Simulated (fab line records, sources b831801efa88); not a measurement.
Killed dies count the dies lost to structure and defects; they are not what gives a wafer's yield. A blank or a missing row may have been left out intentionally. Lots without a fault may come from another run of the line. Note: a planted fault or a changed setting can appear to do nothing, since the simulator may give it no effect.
fab line records | flow sky130 | part 2 of 2: steps 27 to 34 of 34
record: lots: 5 wafers: 15 lastDay: 50
route steps=708 shown METAL4@600 CAP2M@603
lots that met no fault: taken from a fault-free run of the same line
startH: start of the lot's first displayed wafer, in hours after the record's first day | waitH: time in hours since the lot's previous step | " as in the row above | L1.1+2: a row that stands for several wafers | - no value present, or no start provided | * or withheld: withheld | < > ~ a bound
route shown NAME@n: names a module that has steps shown in the file, with the first one's number in the route | usual: the fault-free wafers' mean and standard deviation | same: alike in all rows | chamber/n: place in a boat | sites: the reading at each site | _std_site: their standard deviation | _edge_site: the outer-site mean with the inner-site mean subtracted | radiusMm: for every site, how far away it sits from the centre of the wafer | mask NAME#n: copy n | behind: tool/chamber where the wafer was last shaped | hold: reason for holding the lot/hours on hold/outcome of the hold | device: whichever transistor did not switch (one of n, p or np) | end of line: the tests these same wafers got at the end of their route | step lacking rows: just its recipe | killed: dies lost to structure and defects at the first sort, not the wafer's yield | map: a wafer's dies, marking killed ones x, the rest . and places with no die _
set.NAME: the setting that was run; set.NAME@STEP: the one run at that earlier step | model.NAME: the simulator's own value behind a step, which no gauge read
lots at some steps of the route; a table a step, a row a wafer
services: a tool's chamber out of use, with start hour (startH, from the record's first day; less than 0 if before it), hours out, and reason
== steps ==
step: SKY_METAL4_EXPOSE_10
recipe: maskId: MM4 na: 0.68 sourceShape: annular sigmaInner: 0.4 sigmaOuter: 0.8 targetCdNm: 300 doseMj: 28
columns lot.wafer tool chamber startH waitH mask
L074.2+3+6 krfScanner-01 0 - - MM4#0
L076.1+3+4 krfScanner-02 0 - - MM4#0
L090.2+3+6 krfScanner-01 0 - - MM4#0
L091.3+5+6 krfScanner-01 0 - - MM4#0
L096.1+5+6 krfScanner-01 0 - - MM4#0
step: SKY_METAL4_PEB_11
recipe: pebTempC: withheld pebTimeS: withheld resist: KrF-thick
usual: exhaustPa: 45.2/0.86
columns lot.wafer tool chamber startH waitH exhaustPa
L074.2 lithoTrack-01 0 - - 46.7
L074.3 " 0 " " 46.8
L074.6 " 0 " " 47.7
L076.1 lithoTrack-03 0 - - 46.1
L076.3 " 0 " " 45.3
L076.4 " 0 " " 45.5
L090.2 lithoTrack-04 0 - - 44.2
L090.3 " 0 " " 44.3
L090.6 " 0 " " 45.4
L091.3 lithoTrack-01 0 - - 44.2
L091.5 " 0 " " 46.0
L091.6 " 0 " " 44.7
L096.1 lithoTrack-04 0 - - 46.4
L096.5 " 0 " " 46.1
L096.6 " 0 " " 45.9
step: SKY_METAL4_DEVELOP_12
recipe: developTimeS: 59.01 resist: KrF-thick devTempC: 21
usual: exhaustPa: 45.1/0.89
columns lot.wafer tool chamber startH waitH exhaustPa
L074.2 lithoTrack-01 0 - - 45.4
L074.3 " 0 " " 45.7
L074.6 " 0 " " 45.6
L076.1 lithoTrack-03 0 - - 46.2
L076.3 " 0 " " 44.7
L076.4 " 0 " " 45.7
L090.2 lithoTrack-04 0 - - 44.2
L090.3 " 0 " " 45.1
L090.6 " 0 " " 44.7
L091.3 lithoTrack-01 0 - - 45.5
L091.5 " 0 " " 44.0
L091.6 " 0 " " 45.5
L096.1 lithoTrack-04 0 - - 46.8
L096.5 " 0 " " 45.1
L096.6 " 0 " " 45.6
step: SKY_METAL4_CD_MEAS_13
recipe: targetCdNm: 300
usual: cdNm: 300.2/1.3
columns lot.wafer tool chamber startH waitH cdNm
L074.2 cdSem-01 - 972.23 - 301.4
L074.3 " - " " 301.0
L074.6 " - " " 300.8
L076.1 cdSem-01 - 993.81 - 299.2
L076.3 " - " " 299.0
L076.4 " - " " 299.5
L090.2 cdSem-01 - 1083.47 - 299.5
L090.3 " - " " 300.0
L090.6 " - " " 297.8
L091.3 cdSem-02 - 1084.85 - 300.4
L091.5 " - " " 299.7
L091.6 " - " " 299.2
L096.1 cdSem-02 - 1116.05 - 301.5
L096.5 " - " " 300.3
L096.6 " - " " 301.2
step: SKY_METAL4_OVL_MEAS_14
usual: METAL4_OVL: 1/5.3
columns lot.wafer tool chamber startH waitH METAL4_OVL[nm]
L074.2 overlay-02 - 972.34 0.1 -4
L074.3 " - " " 4
L074.6 " - " " -1
L076.1 overlay-02 - 993.93 0.1 5
L076.3 " - " " -1
L076.4 " - " " 6
L090.2 overlay-02 - 1083.58 0.1 8
L090.3 " - " " 3
L090.6 " - " " 1
L091.3 overlay-02 - 1084.94 0.1 -6
L091.5 " - " " -5
L091.6 " - " " -10
L096.1 overlay-02 - 1116.17 0.1 7
L096.5 " - " " 3
L096.6 " - " " 11
step: SKY_METAL4_DESCUM_15
recipe: chemistry: O2 sourcePowerW: 150 biasPowerW: 0 pressureMtorr: 10 tempC: 40 timeS: 8
usual: drypumpMotorCurrentA: 5.7/0.47 oesProductAu: 0.996/0.0083
columns lot.wafer tool chamber startH waitH drypumpMotorCurrentA oesProductAu rfHoursCounterH
L074.2 rieMetal-03 0 972.37 0.0 5.5 0.983 16
L074.3 " 0 " " 5.5 0.978 -
L074.6 " 1 " " 6.4 1.000 -
L076.1 rieMetal-04 0 993.97 0.0 5.1 0.982 16
L076.3 " 1 " " 5.7 0.999 -
L076.4 " 0 " " 5.1 0.980 -
L090.2 rieMetal-03 1 1083.61 0.0 6.4 0.989 18
L090.3 " 0 " " 5.5 0.992 -
L090.6 " 0 " " 5.5 0.993 -
L091.3 rieMetal-03 0 1084.98 0.0 5.5 0.992 -
L091.5 " 1 " " 6.4 1.000 -
L091.6 " 0 " " 5.5 0.990 -
L096.1 rieMetal-03 1 1116.21 0.0 6.5 1.008 21
L096.5 " 1 " " 6.5 0.992 -
L096.6 " 1 " " 6.4 0.999 -
step: SKY_METAL4_ETCH_16
recipe: chemistry: N2/H2 target: BARC ionEnergyEv: 200 biasW: 100 pressureMtorr: 30 n2FlowSccm: 100 h2FlowSccm: 200 icpW: 500 stopOn: SiO2 timeS: 88.2 targetDepthA: 600
usual: biasW: 100.0/0.31 drypumpMotorCurrentA: 5.7/0.47 h2FlowSccm: 199.9/0.54 oesProductAu: 0.626/0.0047 throttleValvePct: 13.205/0.0095
columns lot.wafer tool chamber startH waitH biasW drypumpMotorCurrentA h2FlowSccm oesProductAu rfHoursCounterH throttleValvePct
L074.2 rieMetal-03 0 972.40 0.0 100.2 5.5 199.8 0.625 16 13.196
L074.3 " 0 " " 99.6 5.5 200.1 0.626 - 13.205
L074.6 " 1 " " 100.1 6.5 200.2 0.622 - 13.208
L076.1 rieMetal-04 0 994.00 0.0 99.4 5.1 199.4 0.628 16 13.205
L076.3 " 1 " " 100.3 5.7 199.8 0.626 - 13.219
L076.4 " 0 " " 99.6 5.1 200.9 0.617 - 13.217
L090.2 rieMetal-03 1 1083.64 0.0 100.2 6.5 199.3 0.627 19 13.212
L090.3 " 0 " " 100.2 5.5 200.1 0.631 - 13.206
L090.6 " 0 " " 99.9 5.5 200.5 0.636 - 13.202
L091.3 rieMetal-03 0 1085.03 0.0 100.4 5.5 200.3 0.626 - 13.202
L091.5 " 1 " " 100.7 6.5 199.3 0.625 - 13.206
L091.6 " 0 " " 100.2 5.5 199.6 0.627 - 13.195
L096.1 rieMetal-03 1 1116.27 0.1 100.1 6.5 199.5 0.632 21 13.193
L096.5 " 1 " " 100.2 6.4 199.5 0.617 - 13.204
L096.6 " 1 " " 99.9 6.5 198.2 0.620 - 13.203
step: SKY_METAL4_ETCH_17
recipe: target: SiO2 stopOn: TiN chemistry: C4F8/O2/Ar sourceW: 1500 biasW: 1200 pressureMtorr: 40 c4f8FlowSccm: withheld O2_flow_sccm: 6 Ar_flow_sccm: 300 timeS: 3.9 targetDepthA: 150
usual: biasW: 1199/3.5 oesProductAu: 0.754/0.0068
columns lot.wafer tool chamber startH waitH biasW oesProductAu rfHoursCounterH
L074.2 rieDiel-03 0 972.50 0.1 1196 0.752 17
L074.3 " 3 " " 1201 0.752 19
L074.6 " 2 " " 1203 0.758 -
L076.1 rieDiel-01 2 994.10 0.1 1207 0.747 19
L076.3 " 1 " " 1204 0.749 8
L076.4 " 0 " " 1200 0.748 10
L090.2 rieDiel-01 0 1083.74 0.1 1194 0.729 13
L090.3 " 1 " " 1198 0.739 11
L090.6 " 1 " " 1198 0.753 -
L091.3 rieDiel-02 2 1085.10 0.0 1199 0.747 7
L091.5 " 1 " " 1205 0.756 -
L091.6 " 2 " " 1201 0.753 -
L096.1 rieDiel-01 3 1116.47 0.2 1200 0.758 10
L096.5 " 1 " " 1193 0.749 -
L096.6 " 3 " " 1199 0.758 -
== services ==
columns tool chamber startH hours kind
pvdSputter-02 - 899.75 14.9 repair
rieDiel-01 1 913.32 3.2 repair
rieDiel-01 2 913.47 8.1 repair
rieMetal-03 - 916.14 14.6 pm
rieDiel-01 3 919.15 2.7 repair
rieDiel-01 1 922.89 17.5 repair
ilineStepper-02 - 925.80 3.7 repair
rieDiel-01 3 928.37 6.5 repair
krfScanner-01 - 939.43 1.8 repair
pvdSputter-04 - 957.61 5.4 repair
pecvd-03 - 958.08 6.0 pm
plasmaAsher-03 - 964.60 3.2 repair
pvdSputter-02 - 977.21 2.0 repair
krfScanner-01 - 996.16 4.4 pm
pvdSputter-04 - 1001.08 3.2 repair
wetBench-02 - 1010.45 1.2 repair
krfScanner-01 - 1014.60 0.8 pm
rieMetal-04 1 1017.20 1.5 repair
krfScanner-01 - 1020.05 1.0 pm
krfScanner-01 - 1023.47 1.3 pm
rieDiel-01 3 1049.34 63.2 repair
ilineStepper-02 - 1061.84 1.7 pm
pvdSputter-03 - 1083.21 2.2 repair
pvdSputter-03 - 1091.29 7.5 repair
